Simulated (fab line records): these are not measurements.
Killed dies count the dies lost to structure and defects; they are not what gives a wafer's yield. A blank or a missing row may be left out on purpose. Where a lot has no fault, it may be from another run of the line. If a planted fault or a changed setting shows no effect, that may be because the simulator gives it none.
fab line records | flow sky130
record lots=6 | wafers=18 | last_day=50
route steps=708 shown PASSIVATION@689 PAD_OPEN@694
lots with no fault: from the same line, run without faults
start_h: hours from the record's opening day to when the first of the lot's shown wafers began | wait_h: time in hours since the lot's previous step | " the same as in the row above | L1.1+2: one row covering several wafers at once | - no value, or no start given | * or withheld: withheld | < > ~ a bound
route shown NAME@n: names a module that has steps shown in the file, with the first one's number in the route | usual: mean and standard deviation over wafers with no fault | same: alike in all rows | chamber/n: place in a boat | sites: the reading at each site | _std_site: standard deviation of those values | _edge_site: mean of outer sites minus mean of inner sites | radius_mm: for every site, how far away it sits from the centre of the wafer | mask NAME#n: copy n | behind: the most recent tool/chamber to have shaped the wafer | hold: cause of the lot's hold/its duration in hours/its outcome | device: whichever transistor did not switch (one of n, p or np) | end of line: at the end of the route, the tests of the same wafers | a step with no rows: only its recipe | killed: dies that structure and defects cost at the first sort, which is not the same as the wafer's yield | map: a wafer's dies, marking killed ones x, the rest . and places with no die _
set.NAME: the setting that was run; set.NAME@STEP: the one run at that earlier step | model.NAME: the simulator's own value behind a step, which no gauge read
lots at selected steps of the route; one table per step, one row per wafer
services: when a tool's chamber went out of use (start_h, in hours from the record's first day, below 0 if earlier), for how many hours, and the reason
## steps
# step SKY_PASSIVATION_EXPOSE_08
# recipe mask_id=NSM | target_cd_nm=3000 | na=0.57 | dose_mj=260
# step SKY_PASSIVATION_PEB_09
# recipe temp_c=115 | time_s=withheld
# step SKY_PASSIVATION_DEVELOP_10
# recipe develop_time_s=60 | dev_temp_c=23
# step SKY_PASSIVATION_ETCH_11
# recipe chemistry=CF4/O2 | target_depth_nm=725 | stop_on=AlCu | source_w=776.1 | bias_w=150 | pressure_mtorr=150 | cf4_flow_sccm=80 | O2_flow_sccm=10 | time_s=161.1
# usual drypump_motor_current_A=5.5/0.62 | oes_product_au=0.973/0.0065 | throttle_valve_pct=5.964/0.0089
# same time_s=161.1
lot.wafer | tool        | chamber | start_h | wait_h | drypump_motor_current_A | oes_product_au | rf_hours_counter_h | throttle_valve_pct
L907.2    | rie_diel-01 | 1       | 1097.31 | -      | 6.2                     | 0.967          | 3                  | 5.965
L907.5    | "           | 2       | "       | "      | 5.1                     | 0.968          | -                  | 5.943
L907.6    | "           | 3       | "       | "      | 6.8                     | 0.983          | -                  | 5.970
L909.3    | rie_diel-04 | 1       | 1108.02 | -      | 5.1                     | 0.971          | 27                 | 5.957
L909.5    | "           | 2       | "       | "      | 5.0                     | 0.965          | -                  | 5.977
L909.6    | "           | 1       | "       | "      | 5.1                     | 0.972          | -                  | 5.947
L910.1    | rie_diel-01 | 1       | 1112.52 | -      | 6.2                     | 0.968          | 3                  | 5.967
L910.3    | "           | 2       | "       | "      | 5.1                     | 0.971          | 9                  | 5.966
L910.4    | "           | 0       | "       | "      | 5.4                     | 0.987          | 0                  | 5.969
L912.1    | rie_diel-04 | 1       | 1126.62 | -      | 5.1                     | 0.967          | 28                 | 5.960
L912.5    | "           | 3       | "       | "      | 5.6                     | 0.974          | -                  | 5.954
L912.6    | "           | 2       | "       | "      | 5.0                     | 0.977          | -                  | 5.955
L915.2    | rie_diel-03 | 0       | 1139.53 | -      | 5.1                     | 0.969          | 5                  | 5.965
L915.4    | "           | 3       | "       | "      | 5.2                     | 0.967          | 20                 | 5.961
L915.5    | "           | 3       | "       | "      | 5.2                     | 0.964          | -                  | 5.950
L922.1    | rie_diel-01 | 1       | 1173.07 | -      | 6.2                     | 0.970          | 5                  | 5.974
L922.3    | "           | 2       | "       | "      | 5.1                     | 0.971          | 11                 | 5.961
L922.5    | "           | 2       | "       | "      | 5.1                     | 0.966          | -                  | 5.950
# step SKY_PASSIVATION_STRIP_12
# recipe chemistry=O2/N2 | power_w=1400 | pressure_mtorr=1500 | platen_temp_c=withheld | overash_fraction=0.7 | o2_flow_sccm=3000 | n2_flow_sccm=300
# usual drypump_motor_current_A=6.07/0.22 | oes_product_au=0.661/0.0048 | strip_time_to_endpoint_s=31.70/0.11
lot.wafer | tool            | chamber | start_h | wait_h | drypump_motor_current_A | oes_product_au | rf_hours_counter_h | strip_time_to_endpoint_s
L907.2    | plasma_asher-03 | 0       | 1097.42 | 0.1    | 6.20                    | 0.670          | 3                  | 31.92
L907.5    | "               | 1       | "       | "      | 6.24                    | 0.651          | -                  | 31.79
L907.6    | "               | 0       | "       | "      | 6.20                    | 0.654          | -                  | 31.68
L909.3    | plasma_asher-01 | 1       | 1108.16 | 0.1    | 6.37                    | 0.663          | -                  | 31.60
L909.5    | "               | 1       | "       | "      | 6.37                    | 0.660          | -                  | 31.72
L909.6    | "               | 0       | "       | "      | 6.01                    | 0.663          | -                  | 31.68
L910.1    | plasma_asher-04 | 0       | 1112.63 | 0.1    | 5.76                    | 0.659          | 69                 | 31.87
L910.3    | "               | 1       | "       | "      | 5.90                    | 0.654          | -                  | 31.78
L910.4    | "               | 0       | "       | "      | 5.77                    | 0.656          | -                  | 31.85
L912.1    | plasma_asher-03 | 0       | 1126.72 | 0.1    | 6.19                    | 0.662          | 6                  | 31.47
L912.5    | "               | 0       | "       | "      | 6.20                    | 0.662          | -                  | 31.40
L912.6    | "               | 1       | "       | "      | 6.28                    | 0.663          | -                  | 31.54
L915.2    | plasma_asher-01 | 0       | 1139.63 | 0.1    | 6.04                    | 0.663          | 103                | 31.63
L915.4    | "               | 0       | "       | "      | 6.02                    | 0.661          | -                  | 31.83
L915.5    | "               | 1       | "       | "      | 6.38                    | 0.655          | -                  | 31.77
L922.1    | plasma_asher-01 | 1       | 1173.18 | 0.1    | 6.35                    | 0.661          | 106                | 31.81
L922.3    | "               | 0       | "       | "      | 6.03                    | 0.657          | -                  | 31.89
L922.5    | "               | 0       | "       | "      | 6.03                    | 0.650          | -                  | 31.79
# step SKY_PAD_OPEN_DEHYDRATE_00
# recipe temp_c=200 | time_s=60
# step SKY_PAD_OPEN_HMDS_01
# recipe prime_time_s=60 | prime_temp_c=120
# step SKY_PAD_OPEN_COAT_02
# recipe spin_rpm=2000 | resist_thk_nm=3000
# step SKY_PAD_OPEN_SOFTBAKE_03
# recipe temp_c=110 | time_s=withheld
# step SKY_PAD_OPEN_EXPOSE_04
# recipe mask_id=PDM | target_cd_nm=60000 | na=0.57 | dose_mj=260
# step SKY_PAD_OPEN_PEB_05
# recipe temp_c=115 | time_s=withheld
# step SKY_PAD_OPEN_DEVELOP_06
# recipe develop_time_s=58.61 | dev_temp_c=23
# step SKY_PAD_OPEN_ETCH_07
# recipe chemistry=CF4/O2 | target_depth_nm=725 | stop_on=AlCu | source_w=800 | bias_w=150 | pressure_mtorr=150 | cf4_flow_sccm=80 | O2_flow_sccm=10 | time_s=161.1
# usual drypump_motor_current_A=5.3/0.41 | oes_product_au=0.979/0.0071 | throttle_valve_pct=5.965/0.0093
# same time_s=161.1
lot.wafer | tool        | chamber | start_h | wait_h | drypump_motor_current_A | oes_product_au | rf_hours_counter_h | throttle_valve_pct | model.PAD_OPEN.feature_depth_nm | model.etch.depth_nm
L907.2    | rie_diel-03 | 3       | 1116.77 | -      | 5.2                     | 0.971          | 18                 | 5.976              | 691.2                           | 691.2
L907.5    | "           | 3       | "       | "      | 5.2                     | 0.973          | -                  | 5.976              | 699.9                           | 699.9
L907.6    | "           | 2       | "       | "      | 5.0                     | 0.981          | -                  | 5.944              | 710.2                           | 710.2
L909.3    | rie_diel-03 | 2       | 1127.38 | -      | 5.0                     | 0.886          | 9                  | 5.933              | 589.9                           | 589.9
L909.5    | "           | 2       | "       | "      | 5.0                     | 0.986          | -                  | 5.961              | 707.8                           | 707.8
L909.6    | "           | 3       | "       | "      | 5.2                     | 0.859          | -                  | 5.919              | 574.3                           | 574.3
L910.1    | rie_diel-03 | 3       | 1131.86 | -      | 5.2                     | 0.978          | 19                 | 5.968              | 708.1                           | 708.1
L910.3    | "           | 0       | "       | "      | 5.1                     | 0.897          | 5                  | 5.945              | 600.2                           | 600.2
L910.4    | "           | 1       | "       | "      | 4.8                     | 0.882          | 18                 | 5.939              | 587.3                           | 587.3
L912.1    | rie_diel-04 | 2       | 1145.02 | -      | 5.0                     | 0.966          | 22                 | 5.970              | 693.5                           | 693.5
L912.5    | "           | 2       | "       | "      | 5.0                     | 0.974          | -                  | 5.966              | 703.2                           | 703.2
L912.6    | "           | 1       | "       | "      | 5.1                     | 0.981          | -                  | 5.964              | 711.7                           | 711.7
L915.2    | rie_diel-04 | 3       | 1157.47 | -      | 5.6                     | 0.971          | 7                  | 5.963              | 692.7                           | 692.7
L915.4    | "           | 0       | "       | "      | 5.7                     | 0.989          | 5                  | 5.961              | 707.5                           | 707.5
L915.5    | "           | 0       | "       | "      | 5.7                     | 0.978          | -                  | 5.978              | 702.5                           | 702.5
L922.1    | rie_diel-02 | 3       | 1189.17 | -      | 5.0                     | 0.977          | 26                 | 5.961              | 702.2                           | 702.2
L922.3    | "           | 2       | "       | "      | 6.3                     | 0.968          | 13                 | 5.948              | 701.1                           | 701.1
L922.5    | "           | 2       | "       | "      | 6.4                     | 0.975          | -                  | 5.968              | 702                             | 702
# step SKY_PAD_OPEN_STRIP_08
# recipe chemistry=O2/N2 | power_w=1400 | pressure_mtorr=1500 | platen_temp_c=withheld | overash_fraction=0.7 | o2_flow_sccm=3000 | n2_flow_sccm=300
# usual drypump_motor_current_A=6.16/0.25 | oes_product_au=0.663/0.0045 | strip_time_to_endpoint_s=37.12/0.1
lot.wafer | tool            | chamber | start_h | wait_h | drypump_motor_current_A | oes_product_au | rf_hours_counter_h | strip_time_to_endpoint_s
L907.2    | plasma_asher-03 | 0       | 1116.87 | 0.1    | 6.17                    | 0.662          | 5                  | 37.02
L907.5    | "               | 0       | "       | "      | 6.16                    | 0.668          | -                  | 37.09
L907.6    | "               | 1       | "       | "      | 6.29                    | 0.667          | -                  | 37.06
L909.3    | plasma_asher-04 | 0       | 1127.52 | 0.1    | 5.74                    | 0.663          | -                  | 37.37
L909.5    | "               | 0       | "       | "      | 5.76                    | 0.667          | -                  | 37.28
L909.6    | "               | 1       | "       | "      | 5.90                    | 0.665          | -                  | 37.22
L910.1    | plasma_asher-03 | 0       | 1131.97 | 0.1    | 6.16                    | 0.657          | 7                  | 37.20
L910.3    | "               | 0       | "       | "      | 6.16                    | 0.660          | -                  | 37.03
L910.4    | "               | 1       | "       | "      | 6.31                    | 0.671          | -                  | 37.17
L912.1    | plasma_asher-02 | 0       | 1145.13 | 0.1    | 6.70                    | 0.663          | 38                 | 37.11
L912.5    | "               | 0       | "       | "      | 6.69                    | 0.659          | -                  | 37.15
L912.6    | "               | 1       | "       | "      | 6.07                    | 0.657          | -                  | 37.17
L915.2    | plasma_asher-02 | 1       | 1157.58 | 0.1    | 6.08                    | 0.667          | 39                 | 37.15
L915.4    | "               | 0       | "       | "      | 6.71                    | 0.664          | -                  | 37.07
L915.5    | "               | 1       | "       | "      | 6.07                    | 0.658          | -                  | 37.08
L922.1    | plasma_asher-04 | 1       | 1189.28 | 0.1    | 5.89                    | 0.665          | 77                 | 37.01
L922.3    | "               | 1       | "       | "      | 5.89                    | 0.668          | -                  | 37.20
L922.5    | "               | 1       | "       | "      | 5.90                    | 0.666          | -                  | 36.94
# step SKY_PAD_OPEN_PROBE_99
# usual defect_limited_yield=82.7/1.7 | killed_at_M0_to_M3=44/7.1 | killed_at_M4_up=3.3/1.8 | killed_at_contacts=23/5.5 | killed_at_front_end=15/4.5 | killed_at_other=0.2/0.48 | killed_dies=85/8.4 | killed_open=46/6.6 | killed_short=39/6.1
# same gross_dies=492 | killed_at_back_side=0
lot.wafer | tool      | chamber | start_h | wait_h | defect_limited_yield[%] | killed_at_M0_to_M3 | killed_at_M4_up | killed_at_contacts | killed_at_front_end | killed_at_other | killed_dies | killed_open | killed_short | model.etest.tester.sort_n_pass | model.etest.tester.sort_yield_pct | model.etest.tester.sort_bin_5_pct | model.etest.met3_comb.under_floor | model.etest.tip_sonos.open | model.etest.cap_ono.open | model.etest.pfet_01v8_mvt.under_floor | model.etest.diode_ndiff_fingers.under_floor
L907.2    | prober-02 | -       | 1119.15 | 0.1    | 82.1                    | 54                 | 4               | 13                 | 17                  | 0               | 88          | 48          | 40           | 404                            | 82.11                             | 11.79                             | 0                                 | 0                          | 0                        | 0                                     | 0
L907.5    | prober-02 | -       | 1119.30 | 0.2    | 83.3                    | 45                 | 3               | 18                 | 16                  | 0               | 82          | 44          | 36           | 410                            | 83.33                             | 11.18                             | 0                                 | 0                          | 0                        | 0                                     | 0
L907.6    | prober-02 | -       | 1119.35 | 0.2    | 83.5                    | 43                 | 5               | 13                 | 20                  | 0               | 81          | 34          | 47           | 411                            | 83.54                             | 10.57                             | 0                                 | 0                          | 0                        | 0                                     | 0
L909.3    | prober-02 | -       | 1129.92 | 0.2    | 83.1                    | 41                 | 2               | 25                 | 15                  | 0               | 83          | 50          | 33           | 0                              | 0                                 | 94.31                             | 1                                 | 1                          | 1                        | 1                                     | 1
L909.5    | prober-02 | -       | 1130.02 | 0.2    | 82.9                    | 35                 | 3               | 24                 | 22                  | 0               | 84          | 48          | 36           | 408                            | 82.93                             | 11.59                             | 0                                 | 0                          | 0                        | 0                                     | 0
L909.6    | prober-02 | -       | 1130.07 | 0.2    | 84.6                    | 35                 | 3               | 23                 | 15                  | 0               | 76          | 46          | 30           | 0                              | 0                                 | 94.72                             | 1                                 | 1                          | 1                        | 1                                     | 1
L910.1    | prober-01 | -       | 1134.54 | 0.1    | 82.9                    | 39                 | 2               | 18                 | 24                  | 1               | 84          | 35          | 49           | 408                            | 82.93                             | 8.333                             | 0                                 | 0                          | 0                        | 0                                     | 0
L910.3    | prober-01 | -       | 1134.64 | 0.2    | 82.7                    | 46                 | 4               | 24                 | 11                  | 0               | 85          | 51          | 34           | 0                              | 0                                 | 91.87                             | 1                                 | 1                          | 1                        | 1                                     | 1
L910.4    | prober-01 | -       | 1134.69 | 0.2    | 82.9                    | 46                 | 3               | 21                 | 14                  | 0               | 84          | 48          | 36           | 0                              | 0                                 | 93.29                             | 1                                 | 1                          | 1                        | 1                                     | 1
L912.1    | prober-01 | -       | 1147.37 | 0.1    | 81.7                    | 42                 | 7               | 26                 | 15                  | 0               | 90          | 49          | 41           | 402                            | 81.71                             | 10.37                             | 0                                 | 0                          | 0                        | 0                                     | 0
L912.5    | prober-01 | -       | 1147.57 | 0.2    | 80.7                    | 55                 | 0               | 26                 | 14                  | 0               | 95          | 53          | 42           | 397                            | 80.69                             | 12.2                              | 0                                 | 0                          | 0                        | 0                                     | 0
L912.6    | prober-01 | -       | 1147.62 | 0.2    | 87.2                    | 34                 | 3               | 16                 | 10                  | 0               | 63          | 35          | 28           | 429                            | 87.2                              | 7.927                             | 0                                 | 0                          | 0                        | 0                                     | 0
L915.2    | prober-01 | -       | 1159.94 | 0.1    | 82.5                    | 47                 | 1               | 29                 | 9                   | 0               | 86          | 46          | 40           | 406                            | 82.52                             | 11.38                             | 0                                 | 0                          | 0                        | 0                                     | 0
L915.4    | prober-01 | -       | 1160.04 | 0.2    | 82.7                    | 58                 | 3               | 16                 | 8                   | 0               | 85          | 48          | 37           | 407                            | 82.72                             | 11.59                             | 0                                 | 0                          | 0                        | 0                                     | 0
L915.5    | prober-01 | -       | 1160.09 | 0.2    | 82.7                    | 45                 | 0               | 30                 | 10                  | 0               | 85          | 55          | 30           | 407                            | 82.72                             | 11.38                             | 0                                 | 0                          | 0                        | 0                                     | 0
L922.1    | prober-02 | -       | 1191.62 | 0.1    | 85.8                    | 38                 | 3               | 13                 | 16                  | 0               | 70          | 37          | 31           | 422                            | 85.77                             | 8.943                             | 0                                 | 0                          | 0                        | 0                                     | 0
L922.3    | prober-02 | -       | 1191.72 | 0.2    | 86.2                    | 39                 | 1               | 16                 | 12                  | 0               | 68          | 40          | 28           | 424                            | 86.18                             | 6.504                             | 0                                 | 0                          | 0                        | 0                                     | 0
L922.5    | prober-02 | -       | 1191.82 | 0.2    | 82.9                    | 35                 | 4               | 26                 | 19                  | 0               | 84          | 44          | 38           | 408                            | 82.93                             | 10.57                             | 0                                 | 0                          | 0                        | 0                                     | 0
# killed by level:class
L907.2 VIA3:geometric_particle:open=11 METAL2:geometric_particle:short=9 VIA1:geometric_particle:open=8 VIA2:geometric_particle:short=7 FIELD_ISO:geometric_particle:open=6 LI_CONTACT:geometric_particle:open=5 POLY_GATE:geometric_particle:short=4 CONTACT:geometric_particle:short=4
L907.5 VIA3:geometric_particle:open=9 VIA1:geometric_particle:short=9 VIA1:geometric_particle:open=8 POLY_GATE:geometric_particle:open=6 LI_CONTACT:geometric_particle:open=6 CONTACT:geometric_particle:open=5 POLY_GATE:geometric_particle:short=4 VIA3:geometric_particle:short=4
L907.6 VIA1:geometric_particle:open=8 METAL2:geometric_particle:short=7 POLY_GATE:geometric_particle:short=6 VIA3:geometric_particle:open=6 VIA3:geometric_particle:short=6 VIA1:geometric_particle:short=5 FIELD_ISO:geometric_particle:open=4 METAL1:geometric_particle:short=4
L909.3 CONTACT:geometric_particle:open=10 LI_CONTACT:geometric_particle:open=7 VIA2:geometric_particle:open=7 VIA1:geometric_particle:open=6 METAL2:geometric_particle:short=6 METAL1:geometric_particle:short=5 VIA3:geometric_particle:open=5 FIELD_ISO:geometric_particle:short=4
L909.5 POLY_GATE:geometric_particle:open=8 VIA1:geometric_particle:open=8 CONTACT:geometric_particle:open=8 VIA3:geometric_particle:open=7 LI_CONTACT:geometric_particle:open=6 LOCAL_INTERCONNECT:geometric_particle:short=5 VIA3:geometric_particle:short=4 SPACER:geometric_particle:short=4
L909.6 CONTACT:geometric_particle:open=10 VIA1:geometric_particle:open=8 VIA1:geometric_particle:short=7 LI_CONTACT:geometric_particle:open=6 LOCAL_INTERCONNECT:geometric_particle:short=5 POLY_GATE:geometric_particle:open=4 SPACER:geometric_particle:open=4 METAL1:geometric_particle:short=4
L910.1 METAL1:geometric_particle:short=8 FIELD_ISO:geometric_particle:short=7 VIA3:geometric_particle:open=7 FIELD_ISO:geometric_particle:open=6 LI_CONTACT:geometric_particle:open=6 LOCAL_INTERCONNECT:geometric_particle:short=6 POLY_GATE:geometric_particle:open=5 POLY_GATE:geometric_particle:short=5
L910.3 VIA1:geometric_particle:open=11 LI_CONTACT:geometric_particle:open=9 VIA3:geometric_particle:open=8 METAL1:geometric_particle:short=7 CONTACT:geometric_particle:short=6 VIA2:geometric_particle:open=6 POLY_GATE:geometric_particle:open=5 CONTACT:geometric_particle:open=5
L910.4 CONTACT:geometric_particle:open=8 VIA1:geometric_particle:open=8 VIA2:geometric_particle:open=8 METAL1:geometric_particle:short=5 VIA3:geometric_particle:open=5 POLY_GATE:geometric_particle:open=4 LI_CONTACT:geometric_particle:open=4 CONTACT:geometric_particle:short=4
L912.1 VIA1:geometric_particle:open=13 CONTACT:geometric_particle:open=11 VIA1:geometric_particle:short=7 METAL4:geometric_particle:short=7 CONTACT:geometric_particle:short=6 VIA2:geometric_particle:open=6 METAL2:geometric_particle:short=6 FIELD_ISO:geometric_particle:open=5
L912.5 VIA1:geometric_particle:open=16 CONTACT:geometric_particle:open=13 METAL2:geometric_particle:short=9 CONTACT:geometric_particle:short=7 VIA2:geometric_particle:open=6 VIA3:geometric_particle:open=5 POLY_GATE:geometric_particle:short=4 METAL1:geometric_particle:short=4
L912.6 VIA1:geometric_particle:open=12 CONTACT:geometric_particle:open=7 METAL1:geometric_particle:short=6 FIELD_ISO:geometric_particle:open=3 POLY_GATE:geometric_particle:open=3 LI_CONTACT:geometric_particle:open=3 LOCAL_INTERCONNECT:geometric_particle:short=3 VIA1:geometric_particle:short=3
L915.2 CONTACT:geometric_particle:open=13 VIA1:geometric_particle:open=10 METAL1:geometric_particle:short=8 LOCAL_INTERCONNECT:geometric_particle:short=8 VIA2:geometric_particle:open=6 VIA3:geometric_particle:open=6 CONTACT:geometric_particle:short=4 LI_CONTACT:geometric_particle:open=3
L915.4 VIA1:geometric_particle:open=19 METAL1:geometric_particle:short=9 CONTACT:geometric_particle:open=7 VIA2:geometric_particle:open=7 VIA3:geometric_particle:open=5 VIA1:geometric_particle:short=5 LI_CONTACT:geometric_particle:short=4 LI_CONTACT:geometric_particle:open=4
L915.5 CONTACT:geometric_particle:open=13 VIA1:geometric_particle:open=12 VIA3:geometric_particle:open=8 LI_CONTACT:geometric_particle:open=7 METAL1:geometric_particle:short=5 LOCAL_INTERCONNECT:geometric_particle:short=5 VIA2:geometric_particle:open=5 VIA1:geometric_particle:short=5
L922.1 VIA1:geometric_particle:open=14 POLY_GATE:geometric_particle:open=5 CONTACT:geometric_particle:open=5 METAL2:geometric_particle:short=5 POLY_GATE:geometric_particle:short=4 METAL3:geometric_particle:short=4 VIA3:geometric_particle:open=4 LI_CONTACT:geometric_particle:open=3
L922.3 VIA1:geometric_particle:open=11 FIELD_ISO:geometric_particle:open=6 VIA1:geometric_particle:short=6 VIA3:geometric_particle:open=6 LI_CONTACT:geometric_particle:open=5 FIELD_ISO:geometric_particle:short=4 CONTACT:geometric_particle:open=4 METAL2:geometric_particle:short=4
L922.5 LI_CONTACT:geometric_particle:open=9 CONTACT:geometric_particle:open=8 VIA3:geometric_particle:open=7 FIELD_ISO:geometric_particle:short=4 POLY_GATE:geometric_particle:open=4 LOCAL_INTERCONNECT:geometric_particle:short=4 METAL1:geometric_particle:short=4 VIA3:geometric_particle:short=4
## services
tool            | chamber | start_h | hours | kind
rie_diel-03     | -       | 1081.20 | 2.8   | pm
rie_diel-02     | 0       | 1083.85 | 5.3   | repair
plasma_asher-03 | -       | 1086.30 | 1.7   | repair
rie_diel-01     | 1       | 1087.20 | 1.5   | repair
rie_diel-01     | 0       | 1094.56 | -     | clean
rie_diel-01     | 0       | 1094.56 | 12.6  | scheduled_down
rie_diel-01     | 0       | 1094.56 | 12.6  | vent_cycle
plasma_asher-04 | -       | 1103.84 | 2.8   | pm
rie_diel-03     | 3       | 1146.55 | 5.7   | repair
rie_diel-02     | 1       | 1157.41 | 9.5   | repair
rie_diel-03     | 0       | 1162.95 | 4.8   | repair
rie_diel-01     | 0       | 1163.60 | 25.2  | repair
rie_diel-04     | 3       | 1167.19 | 7.9   | repair
rie_diel-04     | 0       | 1182.17 | 10.9  | repair
rie_diel-03     | 1       | 1183.94 | 11.9  | repair
## key
first_sign step=SKY_PAD_OPEN_ETCH_07 | reading=oes_product_au | direction=down | sigmas=14 | usual=0.979 | struck=0.881
effect step=SKY_PAD_OPEN_ETCH_07 | reading=throttle_valve_pct | direction=down | sigmas=3.3 | usual=5.965 | struck=5.934
model_effect step=SKY_PAD_OPEN_ETCH_07 | value=PAD_OPEN.feature_depth_nm | without=709.6 | struck=587.9
model_effect step=SKY_PAD_OPEN_PROBE_99 | value=etest.tester.sort_n_pass | without=410 | struck=0
met_at SKY_PAD_OPEN_ETCH_07
struck_wafers L909.3,L909.6,L910.3,L910.4
onset_between 1116.77 1127.38
fault kind=process_parameter_drift | tool=rie_diel-03 | chamber=- | onset_h=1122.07 | steps=SKY_PAD_OPEN_ETCH_07 | channel=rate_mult | offset=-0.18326 | shape=step | end_h=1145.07 | scope=struck_wafers_only
